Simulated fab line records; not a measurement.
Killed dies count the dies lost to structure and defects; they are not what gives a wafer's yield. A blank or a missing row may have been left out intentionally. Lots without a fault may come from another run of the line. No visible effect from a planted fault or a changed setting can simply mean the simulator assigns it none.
Comparing a struck lot with a sound one -- flow sky130 -- 17 out of 708 route steps
Sound: wafers L173.2, L173.3, L173.6. Wafers L168.2, L168.3, L168.6 were the ones struck. The cause comes at the end.
For every step that has rows: the tool of each side, followed by ch and its chambers, followed by its first start. Under that, the readings that differ: sound wafers -- struck wafers -- difference of the means -- sigmas: that difference in standard deviations of wafers without a fault.
alike: readings whose means differ by less than 2 such deviations, and words and numbers that are the same on both sides. not compared: withheld readings, readings that some wafer has no value for, bounds like >300 that may hide the same value, and numbers for which the record gives no deviation and whose values overlap.
Wherever a step has rows on one side only, a row that says differs or no value, or a row with sigmas, the two part there. Non-overlapping numbers with no deviation appear without sigmas and do not part them. A reading missing from all wafers of one side parts the sides only when that side holds two or more wafers.

SKY_FIELD_ISO_THK_MEAS_02:
  sound: film metro-03 at day 5 15:38; struck: film metro-04 at day 4 14:38
  alike: FIELD_ISO_OXIDATION_00_THK
then, 1 step without rows for these wafers: SKY_FIELD_ISO_CVD_03 (deposits Si3N4 from DCS/NH3, target thk 165 nm, time 2830 s).
SKY_FIELD_ISO_THK_MEAS_04:
  sound: film metro-02 at day 5 17:36; struck: film metro-04 at day 4 16:29
  alike: FIELD_ISO_CVD_03_THK
then, 8 steps without rows for these wafers: SKY_FIELD_ISO_DEHYDRATE_05 (time 60 s); SKY_FIELD_ISO_HMDS_06 (prime time 60 s); SKY_FIELD_ISO_COAT_07 (resist thk 60 nm); SKY_FIELD_ISO_COAT_08 (resist thk 450 nm); SKY_FIELD_ISO_SOFTBAKE_09 (time 90 s); SKY_FIELD_ISO_EXPOSE_10 (exposes mask FOM, target cd 150 nm); SKY_FIELD_ISO_PEB_11; SKY_FIELD_ISO_DEVELOP_12 (develop time 60 s).
SKY_FIELD_ISO_CD_MEAS_13: the cd target is 150 nm.
  sound: cd sem-01 at day 6 12:46; struck: cd sem-01 at day 5 09:46
reading,sound,struck,difference,sigmas
cd nm (nm),151.5 151.4 151.8,147.9 148.6 147.3,-3.6,-2
SKY_FIELD_ISO_ETCH_14: etches BARC in N2/H2, stops on SiO2, time 45.9 s, target depth 60 nm.
  sound on rie diel-04 ch 0,2, day 6 12:52; struck on rie diel-04 ch 1,2, day 5 09:52
  no value came back on the struck wafers for any of 6 readings (bias w (W), chamber pressure mTorr (mTorr) and others); on the sound wafers bias w (W) reads 100.0 100.1 99.7
reading,sound,struck,difference,sigmas
model.KrF-thick_of_FIELD_ISO_COAT_08.thk nm (nm),390.4 391.6 391.1,435.8 436 435.2,+44.6,
  not compared: rf hours counter h
SKY_FIELD_ISO_ETCH_15: etches the open film in CHF3/O2, stops on Si, target depth 180 nm, time 72 s.
  sound on rie diel-04 ch 0,2, day 6 12:55; struck on rie diel-04 ch 1,2, day 5 09:55
reading,sound,struck,difference,sigmas
oes product au (a.u.),0.943 0.944 0.943,0.378 0.375 0.371,-0.569,-81
throttle valve pct (%),8.832 8.855 8.841,8.659 8.664 8.653,-0.184,-22
model.KrF-thick_of_FIELD_ISO_COAT_08.thk nm (nm),233.8 235.9 235,277.5 284.9 284.7,+47.5,
  alike: O2_flow_sccm, bias w, drypump motor current A
  not compared: rf hours counter h
SKY_FIELD_ISO_STRIP_16: strips in O2/N2.
  sound on plasma asher-02 ch 0,1, day 6 12:58; struck on plasma asher-04 ch 0,1, day 5 09:58
reading,sound,struck,difference,sigmas
oes product au (a.u.),0.377 0.380 0.380,0.400 0.400 0.399,+0.021,+4
strip time to endpoint s (s),3.53 3.53 3.52,3.98 4.06 4.06,+0.51,+10
  alike: drypump motor current A
  not compared: rf hours counter h
SKY_FIELD_ISO_ETCH_17: etches Si in HBr/Cl2/O2, target depth 342 nm, time 97.7 s.
  sound on rie si-02 ch 0,2, day 6 13:04; struck on rie si-01 ch 0,1,3, day 5 10:04
  alike: HBr_flow_sccm, O2_flow_sccm, drypump motor current A, oes product au, throttle valve pct
  not compared: rf hours counter h
-- a jump in the record: the struck wafers' starts before and after are 44 days apart (it breaks off in module FIELD_ISO and resumes in module PAD_OPEN, where the first step shown is number 708 of the route) --
SKY_PAD_OPEN_PROBE_99:
  rows exist in the record for the struck wafers here (prober-02, day 48 22:23), but not for the sound ones

WHERE THEY PART
First at SKY_FIELD_ISO_CD_MEAS_13; last, within this record, at SKY_PAD_OPEN_PROBE_99.

WHY: whatever the simulator had introduced
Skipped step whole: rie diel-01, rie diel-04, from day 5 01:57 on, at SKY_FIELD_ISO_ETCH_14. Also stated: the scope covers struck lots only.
